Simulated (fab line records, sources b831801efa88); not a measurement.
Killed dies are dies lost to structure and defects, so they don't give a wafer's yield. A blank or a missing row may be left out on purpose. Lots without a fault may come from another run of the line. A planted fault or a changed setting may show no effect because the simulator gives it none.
fab line records | flow gf180mcu | part 1 of 2: steps 1 to 43 of 44
record lots=7 wafers=21 last_day=33
route steps=602 shown DNWELL@38 NWELL@42 LVPWELL@54 MVSD@66 MVPSD@78 PASSIVATION@602
lots that met no fault: from a run of the same line without faults
start_h: hours from the record's first day to the start of the lot's first wafer shown | wait_h: hours since the lot's step before | " the same as in the row above | L1.1+2: a row that stands for several wafers | - no value, or no start given | * or withheld: withheld | < > ~ a bound
route shown NAME@n: a module of which the file shows steps, and the number in the route of the first | usual: mean/standard deviation of fault-free wafers | same: alike in all rows | chamber/n: place in a boat | sites: the reading at each site | _std_site: their standard deviation | _edge_site: outer sites' mean less inner sites' | radius_mm: how far each site lies from the wafer's centre | mask NAME#n: copy n | behind: the tool/chamber that last shaped the wafer | hold: why the lot was held/for how many hours/how that ended | device: the transistor (n, p or np) that didn't switch | end of line: the same wafers' tests at the end of the route | a step without rows: its recipe alone | killed: dies lost to structure and defects at the first sort, not the wafer's yield | map: a wafer's dies, x killed, . not, _ none there
set.NAME: the setting as run; set.NAME@STEP: as run at that earlier step | model.NAME: the simulator's own value behind a step, which no gauge read
lots at some steps of the route; a table a step, a row a wafer
services: from which hour (start_h, from the record's first day; less than 0 if before it) a tool's chamber was out of use, for how many hours, and why
## steps
# step GF_DNWELL_DEVELOP_06
# recipe wall_angle_deg=90 develop_time_s=60 dev_temp_c=23
# step GF_DNWELL_IMPLANT_07
# recipe species=P energy_kev=1500 dose_cm2=9.82e+12 tilt_deg=0
# step GF_DNWELL_STRIP_08
# recipe chemistry=O2/N2 power_w=1400 pressure_mtorr=1500 platen_temp_c=250 o2_flow_sccm=3000 n2_flow_sccm=300 overash_fraction=0.5
# usual drypump_motor_current_A=5.9/0.67 heater_power_w=329/27 n2_flow_sccm=300.0/0.99 oes_product_au=0.723/0.0046 strip_time_to_endpoint_s=37.03/0.095
# columns lot.wafer tool chamber start_h wait_h drypump_motor_current_A heater_power_w n2_flow_sccm oes_product_au rf_hours_counter_h strip_time_to_endpoint_s
L101.1 plasma_asher-04 0 55.11 0.1 6.7 321 301.3 0.722 42 37.08
L101.2 " 1 " " 4.7 372 299.9 0.720 42 37.05
L101.3 " 1 " " 4.7 391 298.7 0.722 - 37.13
L102.1 plasma_asher-03 1 58.30 0.1 6.0 310 302.3 0.720 40 36.99
L102.2 " 0 " " 6.6 355 300.1 0.733 40 37.01
L102.3 " 1 " " 6.0 304 300.8 0.730 - 37.05
L104.2 plasma_asher-04 0 67.98 0.1 6.7 328 301.2 0.721 43 36.97
L104.3 " 0 " " 6.7 321 300.6 0.724 - 36.88
L104.5 " 1 " " 4.8 383 300.6 0.718 - 36.92
L108.2 plasma_asher-03 0 88.50 0.1 6.7 355 298.6 0.726 43 36.89
L108.5 " 1 " " 6.0 310 300.6 0.727 - 36.97
L108.6 " 0 " " 6.6 355 298.7 0.724 - 37.02
L115.1 plasma_asher-04 1 128.06 0.1 4.7 356 300.0 0.726 1 37.02
L115.2 " 0 " " 6.7 320 300.3 0.722 1 37.03
L115.3 " 1 " " 4.7 353 299.3 0.724 - 37.03
L116.1 plasma_asher-03 1 134.50 0.1 6.0 307 301.7 0.720 49 36.95
L116.2 " 0 " " 6.6 354 298.6 0.710 49 36.97
L116.4 " 1 " " 6.0 306 299.6 0.721 - 37.11
L117.2 plasma_asher-03 1 140.03 0.1 6.0 308 300.2 0.727 49 36.98
L117.3 " 1 " " 6.0 310 300.3 0.725 - 36.91
L117.5 " 1 " " 6.0 302 300.5 0.728 - 36.84
# step GF_DNWELL_TW_MEAS_09
# usual DNWELL_TW=1345/12
# columns lot.wafer tool chamber start_h wait_h DNWELL_TW
L101.1 film_metro-03 - 55.21 0.1 1337
L101.2 " - " " 1333
L101.3 " - " " 1336
L102.1 film_metro-03 - 58.40 0.1 1344
L102.2 " - " " 1341
L102.3 " - " " 1344
L104.2 film_metro-03 - 68.09 0.1 1347
L104.3 " - " " 1337
L104.5 " - " " 1342
L108.2 film_metro-03 - 88.61 0.1 1363
L108.5 " - " " 1359
L108.6 " - " " 1356
L115.1 film_metro-01 - 128.16 0.1 1332
L115.2 " - " " 1325
L115.3 " - " " 1324
L116.1 film_metro-01 - 134.60 0.1 1333
L116.2 " - " " 1336
L116.4 " - " " 1331
L117.2 film_metro-01 - 140.14 0.1 1335
L117.3 " - " " 1327
L117.5 " - " " 1337
# step GF_NWELL_DEHYDRATE_00
# recipe temp_c=200 time_s=60
# step GF_NWELL_HMDS_01
# recipe prime_time_s=60 prime_temp_c=120
# step GF_NWELL_COAT_02
# recipe spin_rpm=2000 resist_thk_nm=3000
# step GF_NWELL_SOFTBAKE_03
# recipe temp_c=110 time_s=withheld
# step GF_NWELL_EXPOSE_04
# recipe mask_id=Nwell target_cd_nm=860 na=0.6 source_shape=conventional sigma_outer=0.6 dose_mj=260
# step GF_NWELL_PEB_05
# recipe temp_c=115 time_s=withheld
# step GF_NWELL_DEVELOP_06
# recipe wall_angle_deg=90 develop_time_s=60 dev_temp_c=23
# step GF_NWELL_OVL_MEAS_07
# usual NWELL_OVL=0.8/1.3
# columns lot.wafer tool chamber start_h wait_h NWELL_OVL[nm]
L101.1 overlay-02 - 68.18 - 4.6
L101.2 " - " " 4.1
L101.3 " - " " 2.6
L102.1 overlay-01 - 71.28 - 0.4
L102.2 " - " " 1.2
L102.3 " - " " -0.4
L104.2 overlay-02 - 80.72 - -1.0
L104.3 " - " " -0.2
L104.5 " - " " 0.2
L108.2 overlay-02 - 102.41 - 0.1
L108.5 " - " " 0.9
L108.6 " - " " -0.7
L115.1 overlay-02 - 144.41 - 0.5
L115.2 " - " " 0.8
L115.3 " - " " 0.9
L116.1 overlay-01 - 150.36 - 1.3
L116.2 " - " " 1.3
L116.4 " - " " 0.9
L117.2 overlay-02 - 155.46 - 0.4
L117.3 " - " " -0.7
L117.5 " - " " -0.1
# step GF_NWELL_IMPLANT_08
# recipe species=P energy_kev=450 dose_cm2=1.5e+13 tilt_deg=0
# usual dose_ions_cm2=1.5001e+13/1.6e+10 implant_ion_amu=31/0
# columns lot.wafer tool chamber start_h wait_h dose_ions_cm2 implant_ion_amu model.implant.rp_nm model.implant.drp_nm
L101.1 implanter-04 0 68.22 0.0 1.4982e+13 31 549.5 123.9
L101.2 " 0 " " 1.4991e+13 31 549.5 123.9
L101.3 " 0 " " 1.4996e+13 31 549.5 123.9
L102.1 implanter-03 0 71.32 0.0 1.4967e+13 31 559.5 123.9
L102.2 " 0 " " 1.501e+13 31 559.5 123.9
L102.3 " 0 " " 1.4999e+13 31 559.5 123.9
L104.2 implanter-04 0 80.77 0.0 1.5023e+13 31 545.8 123.9
L104.3 " 0 " " 1.4989e+13 31 545.8 123.9
L104.5 " 0 " " 1.5016e+13 31 545.8 123.9
L108.2 implanter-04 0 103.13 0.7 1.5033e+13 31 558.8 123.9
L108.5 " 0 " " 1.5031e+13 31 558.8 123.9
L108.6 " 0 " " 1.5013e+13 31 558.8 123.9
L115.1 implanter-01 0 144.44 0.0 1.5021e+13 75 253 82.19
L115.2 " 0 " " 1.4986e+13 75 253 82.19
L115.3 " 0 " " 1.4985e+13 75 253 82.19
L116.1 implanter-04 0 150.39 0.0 1.5005e+13 75 256.7 82.19
L116.2 " 0 " " 1.5011e+13 75 256.7 82.19
L116.4 " 0 " " 1.5006e+13 75 256.7 82.19
L117.2 implanter-04 0 155.52 0.0 1.499e+13 75 247.5 82.19
L117.3 " 0 " " 1.4997e+13 75 247.5 82.19
L117.5 " 0 " " 1.4989e+13 75 247.5 82.19
# step GF_NWELL_IMPLANT_09
# recipe species=P energy_kev=160 dose_cm2=4e+12 tilt_deg=0
# step GF_NWELL_STRIP_10
# recipe chemistry=O2/N2 power_w=1400 pressure_mtorr=1500 platen_temp_c=250 o2_flow_sccm=3000 n2_flow_sccm=300 overash_fraction=0.5
# usual drypump_motor_current_A=6.1/0.55 heater_power_w=337/24 n2_flow_sccm=300.0/1 oes_product_au=0.723/0.0042 strip_time_to_endpoint_s=36.97/0.11
# columns lot.wafer tool chamber start_h wait_h drypump_motor_current_A heater_power_w n2_flow_sccm oes_product_au rf_hours_counter_h strip_time_to_endpoint_s
L101.1 plasma_asher-03 0 68.52 0.1 6.6 344 300.1 0.723 41 37.00
L101.2 " 1 " " 6.0 302 298.5 0.719 41 36.98
L101.3 " 0 " " 6.6 360 301.4 0.723 - 37.04
L102.1 plasma_asher-03 0 71.62 0.1 6.6 353 300.9 0.716 42 36.96
L102.2 " 1 " " 6.0 303 300.0 0.722 42 36.94
L102.3 " 0 " " 6.6 357 300.1 0.721 - 36.95
L104.2 plasma_asher-02 1 81.05 0.1 6.2 347 299.4 0.714 41 37.08
L104.3 " 1 " " 6.2 346 299.6 0.724 - 37.20
L104.5 " 0 " " 5.6 319 298.7 0.720 - 37.11
L108.2 plasma_asher-02 0 103.40 0.1 5.6 318 300.8 0.719 43 37.00
L108.5 " 1 " " 6.2 349 299.6 0.719 - 36.96
L108.6 " 0 " " 5.6 322 300.2 0.723 - 36.89
L115.1 plasma_asher-02 1 144.74 0.1 6.2 355 301.1 0.720 47 36.82
L115.2 " 0 " " 5.6 310 300.7 0.724 47 36.96
L115.3 " 1 " " 6.2 366 302.0 0.726 - 37.00
L116.1 plasma_asher-04 0 150.69 0.1 6.7 331 299.8 0.719 4 37.16
L116.2 " 1 " " 4.7 360 298.0 0.727 4 37.20
L116.4 " 0 " " 6.7 319 300.5 0.732 - 37.18
L117.2 plasma_asher-04 1 155.79 0.1 4.7 358 300.4 0.722 4 36.89
L117.3 " 1 " " 4.7 361 299.9 0.718 - 36.93
L117.5 " 0 " " 6.7 331 300.5 0.729 - 36.89
# step GF_NWELL_TW_MEAS_11
# usual NWELL_TW=1574/13
# columns lot.wafer tool chamber start_h wait_h NWELL_TW
L101.1 film_metro-01 - 68.62 0.1 1561
L101.2 " - " " 1553
L101.3 " - " " 1564
L102.1 film_metro-04 - 71.72 0.1 1574
L102.2 " - " " 1577
L102.3 " - " " 1569
L104.2 film_metro-03 - 81.16 0.1 1587
L104.3 " - " " 1582
L104.5 " - " " 1596
L108.2 film_metro-03 - 103.51 0.1 1601
L108.5 " - " " 1595
L108.6 " - " " 1585
L115.1 film_metro-04 - 144.84 0.1 2422
L115.2 " - " " 2433
L115.3 " - " " 2433
L116.1 film_metro-04 - 150.79 0.1 2425
L116.2 " - " " 2423
L116.4 " - " " 2427
L117.2 film_metro-03 - 155.90 0.1 2411
L117.3 " - " " 2416
L117.5 " - " " 2432
# step GF_LVPWELL_DEHYDRATE_00
# recipe temp_c=200 time_s=60
# step GF_LVPWELL_HMDS_01
# recipe prime_time_s=60 prime_temp_c=120
# step GF_LVPWELL_COAT_02
# recipe spin_rpm=2000 resist_thk_nm=3000
# step GF_LVPWELL_SOFTBAKE_03
# recipe temp_c=110 time_s=withheld
# step GF_LVPWELL_EXPOSE_04
# recipe mask_id=LVPWELL target_cd_nm=600 na=0.6 source_shape=conventional sigma_outer=0.6 dose_mj=260
# step GF_LVPWELL_PEB_05
# recipe temp_c=115 time_s=withheld
# step GF_LVPWELL_DEVELOP_06
# recipe wall_angle_deg=90 develop_time_s=60 dev_temp_c=23
# step GF_LVPWELL_OVL_MEAS_07
# usual LVPWELL_OVL=-0.7/1.5
# columns lot.wafer tool chamber start_h wait_h LVPWELL_OVL[nm]
L101.1 overlay-02 - 81.60 - 1.2
L101.2 " - " " 1.4
L101.3 " - " " 2.1
L102.1 overlay-01 - 84.66 - 0.8
L102.2 " - " " 2.5
L102.3 " - " " 2.0
L104.2 overlay-02 - 94.71 - 0.4
L104.3 " - " " -0.3
L104.5 " - " " -1.2
L108.2 overlay-02 - 117.76 - -0.9
L108.5 " - " " -1.5
L108.6 " - " " -1.3
L115.1 overlay-01 - 160.61 - -3.0
L115.2 " - " " -1.1
L115.3 " - " " -2.5
L116.1 overlay-01 - 165.90 - -0.3
L116.2 " - " " 0.0
L116.4 " - " " -0.4
L117.2 overlay-02 - 172.13 - -2.3
L117.3 " - " " -1.2
L117.5 " - " " -1.1
# step GF_LVPWELL_IMPLANT_08
# recipe species=B energy_kev=170 dose_cm2=1.5e+13 tilt_deg=0
# step GF_LVPWELL_IMPLANT_09
# recipe species=B energy_kev=60 dose_cm2=5e+12 tilt_deg=0
# step GF_LVPWELL_STRIP_10
# recipe chemistry=O2/N2 power_w=1400 pressure_mtorr=1500 platen_temp_c=250 o2_flow_sccm=3000 n2_flow_sccm=300 overash_fraction=0.5
# usual drypump_motor_current_A=6.0/0.36 heater_power_w=328/24 n2_flow_sccm=300.1/0.88 oes_product_au=0.722/0.0048 strip_time_to_endpoint_s=36.99/0.094
# columns lot.wafer tool chamber start_h wait_h drypump_motor_current_A heater_power_w n2_flow_sccm oes_product_au rf_hours_counter_h strip_time_to_endpoint_s
L101.1 plasma_asher-02 1 81.94 0.1 6.2 347 300.0 0.717 41 37.02
L101.2 " 0 " " 5.6 315 300.3 0.717 41 37.05
L101.3 " 0 " " 5.6 319 299.6 0.723 - 37.05
L102.1 plasma_asher-02 0 84.99 0.1 5.6 321 298.2 0.726 41 37.08
L102.2 " 1 " " 6.2 351 300.2 0.722 41 37.02
L102.3 " 0 " " 5.6 310 298.8 0.724 - 37.12
L104.2 plasma_asher-03 0 95.04 0.1 6.6 365 299.6 0.718 44 36.92
L104.3 " 0 " " 6.6 360 300.0 0.726 - 36.98
L104.5 " 0 " " 6.6 361 299.8 0.720 - 36.78
L108.2 plasma_asher-02 1 118.09 0.1 6.2 349 299.1 0.724 45 36.83
L108.5 " 1 " " 6.2 348 298.6 0.719 - 36.84
L108.6 " 0 " " 5.6 310 299.7 0.725 - 36.96
L115.1 plasma_asher-02 1 160.94 0.1 6.2 348 302.0 0.722 48 37.04
L115.2 " 0 " " 5.6 318 300.2 0.720 48 37.15
L115.3 " 1 " " 6.2 351 300.3 0.718 - 37.10
L116.1 plasma_asher-02 1 166.24 0.1 6.2 346 298.5 0.724 49 36.99
L116.2 " 0 " " 5.6 319 300.9 0.721 49 36.91
L116.4 " 0 " " 5.6 322 299.7 0.728 - 36.83
L117.2 plasma_asher-03 0 172.46 0.1 6.7 347 299.7 0.718 53 36.96
L117.3 " 1 " " 6.0 312 298.5 0.725 - 36.93
L117.5 " 0 " " 6.7 367 300.5 0.719 - 37.01
# step GF_LVPWELL_TW_MEAS_11
# usual LVPWELL_TW=559/5.3
# columns lot.wafer tool chamber start_h wait_h LVPWELL_TW
L101.1 film_metro-01 - 82.04 0.1 557
L101.2 " - " " 551
L101.3 " - " " 554
L102.1 film_metro-04 - 85.09 0.1 564
L102.2 " - " " 562
L102.3 " - " " 560
L104.2 film_metro-01 - 95.15 0.1 559
L104.3 " - " " 555
L104.5 " - " " 553
L108.2 film_metro-01 - 118.20 0.1 557
L108.5 " - " " 558
L108.6 " - " " 556
L115.1 film_metro-03 - 161.06 0.1 558
L115.2 " - " " 561
L115.3 " - " " 562
L116.1 film_metro-03 - 166.34 0.1 560
L116.2 " - " " 556
L116.4 " - " " 562
L117.2 film_metro-01 - 172.58 0.1 553
L117.3 " - " " 550
L117.5 " - " " 553
# step GF_MVSD_DEHYDRATE_00
# recipe temp_c=200 time_s=60
# step GF_MVSD_HMDS_01
# recipe prime_time_s=60 prime_temp_c=120
# step GF_MVSD_COAT_02
# recipe spin_rpm=2000 resist_thk_nm=3000
# step GF_MVSD_SOFTBAKE_03
# recipe temp_c=110 time_s=withheld
# step GF_MVSD_EXPOSE_04
# recipe mask_id=MVSD target_cd_nm=1000 na=0.6 source_shape=conventional sigma_outer=0.6 dose_mj=260
# step GF_MVSD_PEB_05
# recipe temp_c=115 time_s=withheld
# step GF_MVSD_DEVELOP_06
# recipe wall_angle_deg=90 develop_time_s=60 dev_temp_c=23
# step GF_MVSD_OVL_MEAS_07
# usual MVSD_OVL=0.7/1.3
# columns lot.wafer tool chamber start_h wait_h MVSD_OVL[nm]
L101.1 overlay-01 - 95.45 - -1.1
L101.2 " - " " 0.2
L101.3 " - " " -1.8
L102.1 overlay-02 - 99.20 - 0.6
L102.2 " - " " 1.6
L102.3 " - " " 0.7
L104.2 overlay-01 - 108.71 - 0.2
L104.3 " - " " 1.1
L104.5 " - " " 0.7
L108.2 overlay-01 - 134.01 - 0.8
L108.5 " - " " 1.6
L108.6 " - " " 1.9
L115.1 overlay-01 - 177.55 - 0.9
L115.2 " - " " 0.7
L115.3 " - " " -0.2
L116.1 overlay-01 - 183.61 - 1.7
L116.2 " - " " 3.4
L116.4 " - " " 1.9
L117.2 overlay-01 - 188.42 - 1.5
L117.3 " - " " 2.9
L117.5 " - " " 2.2
# step GF_MVSD_IMPLANT_08
# recipe species=P energy_kev=396.9 dose_cm2=1.6e+13 tilt_deg=0
# step GF_MVSD_IMPLANT_09
# recipe species=P energy_kev=100 dose_cm2=5e+12 tilt_deg=0
# step GF_MVSD_STRIP_10
# recipe chemistry=O2/N2 power_w=1400 pressure_mtorr=1500 platen_temp_c=250 o2_flow_sccm=3000 n2_flow_sccm=300 overash_fraction=0.5
# usual drypump_motor_current_A=5.8/0.53 heater_power_w=327/26 n2_flow_sccm=300.1/0.96 oes_product_au=0.723/0.0052 strip_time_to_endpoint_s=36.97/0.12
# columns lot.wafer tool chamber start_h wait_h drypump_motor_current_A heater_power_w n2_flow_sccm oes_product_au rf_hours_counter_h strip_time_to_endpoint_s
L101.1 plasma_asher-04 0 95.79 0.1 6.7 317 299.4 0.718 45 37.07
L101.2 " 1 " " 4.7 376 298.6 0.726 45 37.04
L101.3 " 1 " " 4.7 373 299.6 0.721 - 37.03
L102.1 plasma_asher-01 0 99.54 0.1 5.6 289 301.8 0.722 30 36.94
L102.2 " 1 " " 5.8 317 299.8 0.716 30 37.18
L102.3 " 1 " " 5.8 314 299.5 0.721 - 37.01
L104.2 plasma_asher-01 1 109.04 0.1 5.8 322 300.2 0.719 31 36.82
L104.3 " 0 " " 5.6 297 299.0 0.732 - 36.89
L104.5 " 1 " " 5.8 321 298.9 0.725 - 36.81
L108.2 plasma_asher-04 1 134.34 0.1 4.7 363 299.7 0.728 2 37.01
L108.5 " 1 " " 4.8 362 299.4 0.723 - 36.97
L108.6 " 0 " " 6.7 328 302.6 0.719 - 36.99
L115.1 plasma_asher-01 0 177.89 0.1 5.6 290 300.6 0.717 38 37.01
L115.2 " 1 " " 5.8 318 299.2 0.720 38 36.93
L115.3 " 0 " " 5.6 299 300.2 0.720 - 37.00
L116.1 plasma_asher-02 1 183.95 0.1 6.2 353 300.0 0.735 51 36.84
L116.2 " 0 " " 5.6 313 300.4 0.723 51 36.88
L116.4 " 0 " " 5.6 326 300.8 0.723 - 36.79
L117.2 plasma_asher-01 1 188.75 0.1 5.8 323 299.7 0.723 39 36.98
L117.3 " 1 " " 5.8 317 301.7 0.724 - 36.92
L117.5 " 0 " " 5.6 289 301.6 0.726 - 37.07
# step GF_MVSD_TW_MEAS_11
# usual MVSD_TW=1577/15
# columns lot.wafer tool chamber start_h wait_h MVSD_TW
L101.1 film_metro-01 - 95.89 0.1 1571
L101.2 " - " " 1570
L101.3 " - " " 1576
L102.1 film_metro-01 - 99.64 0.1 1571
L102.2 " - " " 1571
L102.3 " - " " 1569
L104.2 film_metro-01 - 109.15 0.1 1572
L104.3 " - " " 1567
L104.5 " - " " 1574
L108.2 film_metro-01 - 134.45 0.1 1563
L108.5 " - " " 1572
L108.6 " - " " 1560
L115.1 film_metro-01 - 177.99 0.1 1565
L115.2 " - " " 1562
L115.3 " - " " 1559
L116.1 film_metro-03 - 184.05 0.1 1589
L116.2 " - " " 1595
L116.4 " - " " 1592
L117.2 film_metro-01 - 188.86 0.1 1555
L117.3 " - " " 1549
L117.5 " - " " 1556
# step GF_MVPSD_DEHYDRATE_00
# recipe temp_c=200 time_s=60
# step GF_MVPSD_HMDS_01
# recipe prime_time_s=60 prime_temp_c=120
# step GF_VT_IMPLANT_RS_MEAS_47
# recipe thk_meas_gauge=four-point-probe
# usual NWELL_RS=487.6/1.3
# columns lot.wafer tool chamber start_h wait_h NWELL_RS[ohm/sq]
L101.1 film_metro-04 - 172.33 0.1 487.4
L101.2 " - " " 487.7
L101.3 " - " " 487.7
L102.1 film_metro-04 - 178.67 0.1 486.9
L102.2 " - " " 487.5
L102.3 " - " " 485.7
L104.2 film_metro-03 - 188.72 0.1 489.6
L104.3 " - " " 489.4
L104.5 " - " " 488.1
L108.2 film_metro-03 - 216.66 0.1 488.4
L108.5 " - " " 487.8
L108.6 " - " " 488.0
L115.1 film_metro-01 - 267.64 0.1 -
L115.2 " - " " -
L115.3 " - " " -
L116.1 film_metro-01 - 271.82 0.1 -
L116.2 " - " " -
L116.4 " - " " -
L117.2 film_metro-03 - 278.97 0.1 -
L117.3 " - " " -
L117.5 " - " " -
## key
first_sign step=GF_NWELL_IMPLANT_08 reading=implant_ion_amu direction=up sigmas=99+ usual=31 struck=75
effect step=GF_NWELL_TW_MEAS_11 reading=NWELL_TW direction=up sigmas=67 usual=1574 struck=2424
effect step=GF_VT_IMPLANT_RS_MEAS_47 reading=NWELL_RS direction=missing
model_effect step=GF_NWELL_IMPLANT_08 value=implant.rp_nm without=557.1 struck=252.4
model_effect step=GF_PASSIVATION_PROBE_99 value=etest.nwell.line_ohm_um without=1156 struck=1.425e+05
met_at GF_NWELL_IMPLANT_08
struck_wafers L115.1,L115.2,L115.3,L116.1,L116.2,L116.4,L117.2,L117.3,L117.5
tester_left_out L115,L116,L117
onset_between 103.13 144.44
fault kind=wrong_recipe_download tool=implanter-01,implanter-03,implanter-04 chamber=- onset_h=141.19 steps=GF_NWELL_IMPLANT_08 wrong_recipe.not_listed=1
# tester_left_out: of these lots the tester's yield and bins aren't shown, on N5 and GAA mostly nor the transistor test; their killed dies are dies lost to structure and defects alone, not to doping, threshold or leakage, so they don't give the yield
